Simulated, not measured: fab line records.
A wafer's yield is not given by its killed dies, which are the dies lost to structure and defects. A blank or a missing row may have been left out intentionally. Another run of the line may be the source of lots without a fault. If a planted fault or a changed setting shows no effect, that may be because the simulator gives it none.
fab line records	flow sky130
[record] lots = 12	wafers = 36	last_day = 50
route steps=708 shown CONTACT@427 METAL4@634 VIA4@650 PAD_OPEN@708
lots untouched by any fault: they come from a run of this same line in which no faults occurred
start_h: hours from the record's opening day to when the first of the lot's shown wafers began	wait_h: hours since the lot's step before	" the same as in the row above	L1.1+2: one row covering several wafers at once	- either no value or no given start	* or withheld: withheld	< > ~ a bound
route shown NAME@n: names a module that has steps shown in the file, with the first one's number in the route	usual: average and standard deviation across the fault-free wafers	same: alike in all rows	chamber/n: place in a boat	sites: readings site by site	_std_site: how widely they spread, as a standard deviation	_edge_site: the outer-site mean with the inner-site mean subtracted	radius_mm: how far each site lies from the wafer's centre	mask NAME#n: copy n	behind: the most recent tool/chamber to have shaped the wafer	hold: why the lot went on hold/how many hours it stayed there/how the hold came to an end	device: the n, p or np transistor that did not switch	end of line: at the end of the route, the tests of the same wafers	where a step has no rows: the recipe by itself	killed: the dies lost at the first sort to structure and to defects; this is not the yield of the wafer	map: a wafer's dies, x killed, . not, _ none there
set.NAME: the run value of the setting; set.NAME@STEP: its run value at that earlier step	model.NAME: the simulator's own value behind a step, which no gauge read
a sample of lots followed through the steps of the route, with each step as a table and each wafer as a row
services: the hour from which a tool's chamber was out of use, counted from the record's first day as start_h (under 0 if before that day), plus the number of hours and why
[[steps]]
[step SKY_CONTACT_CLEAN_21]
[recipe] chemistry = IPA	time_s = 180	temp_c = 25
[usual] temp_c = 25.00/0.091
lot.wafer	tool	chamber	start_h	wait_h	temp_c
L335.1	wet_bench-01	2	725.32	0.0	24.93
L335.2	"	2	"	"	24.77
L335.3	"	2	"	"	24.96
L338.3	wet_bench-04	0	783.47	0.0	25.05
L338.4	"	0	"	"	25.09
L338.5	"	0	"	"	25.01
L340.2	wet_bench-04	1	795.19	0.0	25.03
L340.4	"	1	"	"	25.05
L340.6	"	1	"	"	24.91
L339.4	wet_bench-04	3	798.85	0.0	25.02
L339.5	"	3	"	"	24.86
L339.6	"	3	"	"	24.99
L341.1	wet_bench-01	0	801.34	0.0	25.03
L341.3	"	0	"	"	25.01
L341.6	"	0	"	"	24.97
L342.1	wet_bench-01	3	809.67	0.0	25.21
L342.5	"	3	"	"	24.95
L342.6	"	3	"	"	24.96
L345.3	wet_bench-01	0	818.91	0.0	24.88
L345.5	"	0	"	"	24.87
L345.6	"	0	"	"	24.88
L344.3	wet_bench-01	2	819.04	0.0	24.97
L344.4	"	2	"	"	24.99
L344.5	"	2	"	"	24.95
L350.1	wet_bench-01	1	852.82	0.0	25.05
L350.5	"	1	"	"	25.11
L350.6	"	1	"	"	24.99
L354.1	wet_bench-01	0	875.99	0.0	24.92
L354.3	"	0	"	"	24.80
L354.4	"	0	"	"	24.98
L355.1	wet_bench-03	0	890.89	0.0	24.88
L355.2	"	0	"	"	25.00
L355.6	"	0	"	"	24.82
L356.1	wet_bench-01	3	896.60	0.0	25.12
L356.3	"	3	"	"	25.04
L356.6	"	3	"	"	24.91
[step SKY_METAL4_METAL_ETCH_18]
[recipe] target_depth_a = 8450	stop_on = SiO2	over_etch_frac = 0.3	time_s = 183.1	chemistry = Cl2/BCl3	resist_sidewall_deg = 88	pressure_mtorr = 10	icp_w = 900	bias_w = 48.5	Cl2_flow_sccm = 60	bcl3_flow_sccm = 30
[usual] bias_w = 48.49/0.13	drypump_motor_current_A = 5.2/0.36	he_backside_leak_sccm = 3.34/0.22	oes_product_au = 0.870/0.0058	throttle_valve_pct = 22.265/0.008
lot.wafer	tool	chamber	start_h	wait_h	bias_w	drypump_motor_current_A	he_backside_leak_sccm	oes_product_au	rf_hours_counter_h	throttle_valve_pct
L335.1	rie_metal-03	0	971.15	0.0	48.66	4.7	3.20	0.872	15	22.264
L335.2	"	1	"	"	48.54	5.4	3.82	0.870	10	22.269
L335.3	"	1	"	"	48.45	5.4	3.73	0.872	-	22.269
L338.3	rie_metal-02	0	1022.60	0.1	48.58	5.5	3.46	0.867	-	22.258
L338.4	"	1	"	"	48.55	5.7	3.24	0.867	-	22.272
L338.5	"	0	"	"	48.39	5.5	3.43	0.864	-	22.272
L340.2	rie_metal-01	1	1030.85	0.0	48.35	4.7	3.27	0.865	4	22.274
L340.4	"	1	"	"	48.38	4.7	4.43	0.867	-	22.257
L340.6	"	0	"	"	48.44	5.3	3.27	0.873	-	22.270
L339.4	rie_metal-02	1	1032.35	0.1	48.29	5.6	3.34	0.867	-	22.276
L339.5	"	1	"	"	48.52	5.6	3.06	0.864	-	22.266
L339.6	"	0	"	"	48.58	5.5	3.53	0.867	-	22.273
L341.1	rie_metal-01	1	1037.50	0.0	48.45	4.7	3.26	0.859	5	22.261
L341.3	"	1	"	"	48.32	4.7	3.23	0.857	-	22.260
L341.6	"	1	"	"	48.34	4.7	3.17	0.868	-	22.263
L342.1	rie_metal-03	0	1042.57	0.0	48.54	4.7	3.11	0.859	19	22.266
L342.5	"	0	"	"	48.50	4.7	3.23	0.870	-	22.265
L342.6	"	1	"	"	48.49	5.4	3.59	0.872	-	22.260
L345.3	rie_metal-03	0	1049.91	0.1	48.54	4.8	3.14	0.869	-	22.281
L345.5	"	0	"	"	48.61	4.8	3.08	0.881	-	22.270
L345.6	"	1	"	"	48.24	5.4	3.65	0.866	-	22.272
L344.3	rie_metal-02	1	1051.41	0.1	48.55	5.6	3.11	0.870	-	22.274
L344.4	"	0	"	"	48.39	5.5	3.14	0.864	-	22.267
L344.5	"	1	"	"	48.67	5.7	3.08	0.866	-	22.255
L350.1	rie_metal-02	1	1077.65	0.0	48.38	5.6	2.92	0.874	11	22.259
L350.5	"	1	"	"	48.40	5.6	2.95	0.869	-	22.274
L350.6	"	0	"	"	48.71	5.5	3.21	0.864	-	22.272
L354.1	rie_metal-03	1	1097.15	0.0	48.56	5.4	3.57	0.872	18	22.252
L354.3	"	1	"	"	48.74	5.4	3.62	0.871	-	22.265
L354.4	"	0	"	"	48.48	4.7	3.16	0.863	-	22.274
L355.1	rie_metal-03	0	1108.90	0.0	48.45	4.8	3.23	0.866	24	22.256
L355.2	"	1	"	"	48.43	5.4	3.47	0.883	19	22.250
L355.6	"	1	"	"	48.55	5.4	3.51	0.874	-	22.263
L356.1	rie_metal-01	1	1114.29	0.0	48.58	4.7	3.34	0.870	11	22.268
L356.3	"	0	"	"	48.58	5.3	3.30	0.873	-	22.273
L356.6	"	0	"	"	48.56	5.3	3.18	0.867	-	22.257
[step SKY_VIA4_OVL_MEAS_11]
[usual] VIA4_OVL = -0.1/1.2
lot.wafer	tool	chamber	start_h	wait_h	VIA4_OVL[nm]
L335.1	overlay-01	-	996.13	0.1	-0.4
L335.2	"	-	"	"	-0.2
L335.3	"	-	"	"	0.7
L338.3	overlay-01	-	1045.68	0.1	-0.3
L338.4	"	-	"	"	-1.6
L338.5	"	-	"	"	0.4
L340.2	overlay-02	-	1053.93	0.1	-0.9
L340.4	"	-	"	"	0.8
L340.6	"	-	"	"	-0.8
L339.4	overlay-01	-	1056.18	0.1	-0.6
L339.5	"	-	"	"	-1.0
L339.6	"	-	"	"	-0.7
L341.1	overlay-01	-	1060.17	0.1	0.6
L341.3	"	-	"	"	-0.8
L341.6	"	-	"	"	0.5
L342.1	overlay-02	-	1065.51	0.1	-0.3
L342.5	"	-	"	"	1.5
L342.6	"	-	"	"	1.2
L345.3	overlay-01	-	1072.74	0.1	-0.6
L345.5	"	-	"	"	-0.8
L345.6	"	-	"	"	-1.0
L344.3	overlay-01	-	1074.03	0.1	0.6
L344.4	"	-	"	"	-0.4
L344.5	"	-	"	"	0.4
L350.1	overlay-01	-	1098.67	0.1	1.3
L350.5	"	-	"	"	1.4
L350.6	"	-	"	"	1.5
L354.1	overlay-01	-	1118.96	0.1	-2.5
L354.3	"	-	"	"	-0.2
L354.4	"	-	"	"	-2.1
L355.1	overlay-01	-	1130.47	0.1	1.1
L355.2	"	-	"	"	-1.7
L355.6	"	-	"	"	1.1
L356.1	overlay-01	-	1135.13	0.1	0.0
L356.3	"	-	"	"	2.1
L356.6	"	-	"	"	1.1
[step SKY_VIA4_STRIP_13]
[recipe] chemistry = O2/N2	power_w = 1400	pressure_mtorr = 1500	platen_temp_c = withheld	o2_flow_sccm = 3000	n2_flow_sccm = 300	overash_fraction = 0.5
[usual] drypump_motor_current_A = 5.3/0.42	oes_product_au = 0.709/0.0045	strip_time_to_endpoint_s = 12.807/0.025
lot.wafer	tool	chamber	start_h	wait_h	drypump_motor_current_A	oes_product_au	rf_hours_counter_h	strip_time_to_endpoint_s
L335.1	plasma_asher-04	1	996.24	-	5.2	0.707	57	12.800
L335.2	"	0	"	"	5.7	0.714	57	12.765
L335.3	"	1	"	"	5.2	0.713	-	12.779
L338.3	plasma_asher-01	1	1045.81	-	4.9	0.716	-	12.771
L338.4	"	0	"	"	6.0	0.714	-	12.829
L338.5	"	1	"	"	5.0	0.708	-	12.803
L340.2	plasma_asher-03	1	1054.03	-	4.9	0.713	91	12.815
L340.4	"	0	"	"	4.9	0.705	-	12.863
L340.6	"	1	"	"	4.9	0.711	-	12.860
L339.4	plasma_asher-04	0	1056.31	-	5.7	0.713	-	12.854
L339.5	"	1	"	"	5.2	0.713	-	12.811
L339.6	"	0	"	"	5.7	0.711	-	12.878
L341.1	plasma_asher-03	0	1060.28	-	4.9	0.713	92	12.812
L341.3	"	1	"	"	4.9	0.710	-	12.789
L341.6	"	1	"	"	4.9	0.703	-	12.795
L342.1	plasma_asher-03	1	1065.62	-	4.9	0.710	93	12.823
L342.5	"	1	"	"	4.9	0.702	-	12.760
L342.6	"	0	"	"	4.9	0.716	-	12.815
L345.3	plasma_asher-04	0	1072.87	-	5.7	0.717	-	12.823
L345.5	"	1	"	"	5.2	0.706	-	12.811
L345.6	"	0	"	"	5.7	0.705	-	12.783
L344.3	plasma_asher-04	1	1074.16	-	5.2	0.706	-	12.762
L344.4	"	0	"	"	5.7	0.711	-	12.813
L344.5	"	0	"	"	5.7	0.709	-	12.834
L350.1	plasma_asher-01	0	1098.78	-	6.1	0.715	33	12.762
L350.5	"	0	"	"	6.0	0.711	-	12.830
L350.6	"	1	"	"	5.0	0.714	-	12.785
L354.1	plasma_asher-03	1	1119.07	-	4.9	0.719	98	12.783
L354.3	"	0	"	"	4.9	0.716	-	12.816
L354.4	"	1	"	"	4.9	0.712	-	12.808
L355.1	plasma_asher-01	1	1130.58	-	4.9	0.715	36	12.778
L355.2	"	0	"	"	6.0	0.706	36	12.794
L355.6	"	1	"	"	5.0	0.704	-	12.806
L356.1	plasma_asher-01	1	1135.24	-	4.9	0.701	36	12.781
L356.3	"	1	"	"	5.0	0.709	-	12.805
L356.6	"	0	"	"	6.0	0.703	-	12.802
[step SKY_PAD_OPEN_PROBE_99]
[usual] killed_at_M0_to_M3 = 44/7.2	killed_at_M4_up = 3.2/1.8	killed_at_contacts = 24/5.4	killed_at_front_end = 15/4	killed_at_other = 0.3/0.56	killed_dies = 87/9.2	killed_open = 47/7.3	killed_short = 39/5.7
[same] gross_dies = 492	killed_at_back_side = 0
lot.wafer	tool	chamber	start_h	wait_h	killed_at_M0_to_M3	killed_at_M4_up	killed_at_contacts	killed_at_front_end	killed_at_other	killed_dies	killed_open	killed_short
L354.1	prober-01	-	1178.51	0.1	36	3	63	14	1	117	40	35
L354.3	prober-01	-	1178.61	0.2	41	4	71	11	0	127	53	30
L354.4	prober-01	-	1178.66	0.2	44	4	77	8	1	134	42	49
// killed by level:class
L354.1 CONTACT:unspecified=42 CONTACT:geometric_particle:open=11 VIA2:geometric_particle:open=6 LI_CONTACT:geometric_particle:open=5 METAL1:geometric_particle:short=5 VIA1:geometric_particle:open=5 METAL2:geometric_particle:short=5 VIA3:geometric_particle:open=4
L354.3 CONTACT:unspecified=44 LI_CONTACT:geometric_particle:open=10 VIA1:geometric_particle:open=10 CONTACT:geometric_particle:open=9 VIA2:geometric_particle:open=7 FIELD_ISO:geometric_particle:open=6 LI_CONTACT:geometric_particle:short=5 METAL2:geometric_particle:short=5
L354.4 CONTACT:unspecified=43 CONTACT:geometric_particle:open=12 VIA1:geometric_particle:short=10 LI_CONTACT:geometric_particle:short=7 VIA2:geometric_particle:open=7 LI_CONTACT:geometric_particle:open=6 CONTACT:geometric_particle:short=6 VIA1:geometric_particle:open=6
[[services]]
tool	chamber	start_h	hours	kind
rie_metal-02	1	702.19	15.2	repair
wet_bench-01	-	721.55	2.6	repair
plasma_asher-01	-	733.81	9.0	pm
plasma_asher-01	0	733.81	9.0	vent_cycle
plasma_asher-01	-	734.19	2.3	repair
rie_metal-01	0	773.39	3.3	repair
plasma_asher-04	-	778.46	1.0	repair
rie_metal-01	-	797.65	4.3	pm
rie_metal-03	1	815.70	1.3	repair
wet_bench-03	-	827.24	0.6	repair
plasma_asher-01	-	849.03	28.1	pm
rie_metal-03	-	859.10	1.4	pm
plasma_asher-03	-	921.55	3.3	repair
plasma_asher-03	-	926.39	0.4	repair
rie_metal-03	-	927.07	0.5	repair
rie_metal-02	1	932.22	12.3	repair
wet_bench-03	-	970.74	0.9	repair
plasma_asher-01	-	986.18	2.8	pm
plasma_asher-03	-	993.52	1.0	repair
rie_metal-02	-	993.80	2.8	pm
plasma_asher-01	-	1104.12	0.4	repair
plasma_asher-03	-	1119.42	1.6	repair
rie_metal-03	0	1129.51	14.2	repair
plasma_asher-03	-	1135.25	4.5	repair
[[key]]
[first_sign] step = SKY_PAD_OPEN_PROBE_99	reading = killed_at_contacts	direction = up	sigmas = 8.6	usual = 24	struck = 70
[effect] step = SKY_PAD_OPEN_PROBE_99	reading = killed_dies	direction = up	sigmas = 4.2	usual = 87	struck = 126
met_at SKY_CONTACT_CLEAN_21
struck_lots L354
struck_wafers L354.1,L354.3,L354.4
tester_left_out L354
not_acting_at SKY_METAL4_METAL_ETCH_18,SKY_VIA4_OVL_MEAS_11,SKY_VIA4_STRIP_13
onset_between 818.91 875.99
[fault] kind = chamber_particle_source	tool = wet_bench-01	chamber = 0	onset_h = 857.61	steps = SKY_CONTACT_CLEAN_21	rate_per_visit_cm2 = 0.39812	end_h = 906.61
// tester_left_out: of these lots the tester's yield and bins aren't shown, on N5 and GAA mostly nor the transistor test; their killed dies are dies lost to structure and defects alone, not to doping, threshold or leakage, so they don't give the yield
